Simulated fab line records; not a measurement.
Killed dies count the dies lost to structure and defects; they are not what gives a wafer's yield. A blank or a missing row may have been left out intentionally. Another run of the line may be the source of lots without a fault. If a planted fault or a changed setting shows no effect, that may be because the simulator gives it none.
Which tool did it?	flow sky130	at 1 step of a route of 708, 12 lots with 36 wafers sampled

WHAT EACH GAUGE READ, for each wafer
SKY_VT_ADJUST_HVTP_TW_MEAS_11.
lot	measured	on	VT_ADJUST_HVTP_TW
L075	day 6 07:59	film_metro-01	1356 1364 1348
L077	day 6 21:08	film_metro-01	1347 1344 1353
L078	day 7 12:49	film_metro-01	1338 1343 1338
L081	day 8 05:52	film_metro-04	1345 1346 1347
L083	day 8 20:26	film_metro-02	1341 1346 1344
L086	day 9 10:22	film_metro-02	1353 1343 1347
L087	day 9 13:37	film_metro-04	1356 1358 1358
L088	day 9 23:40	film_metro-01	1346 1343 1336
L091	day 10 14:26	film_metro-02	1356 1354 1362
L093	day 11 02:12	film_metro-01	1358 1366 1362
L095	day 11 15:57	film_metro-01	1362 1360 1364
L097	day 12 07:20	film_metro-02	1351 1347 1350

WHAT TOOL EACH LOT RAN ON (gives the tool, then ch and the chambers of the sampled wafers, and finally the start)
The record holds no process step before these readings.

THE ANSWER, worked out from the rows above alone
Rule: what is usual is taken from the lots themselves. The widest of any qualifying gaps counts: lots, ordered by their means at a reading, are off when they make up no more than a third of the lots, leave a main group of 4 or more, and stand apart from it by 3 or more times the standard deviation of that group's means. If all means in a main group match to the digits the tables above print for the reading, that group is not used. Also off: a lot with no number at a reading for which 4 or more lots have one. Any other lot the step has rows for is counted as sound.
No lot is off at any reading shown: from this, nothing can be told.

WHAT WAS PUT IN BY THE SIMULATOR
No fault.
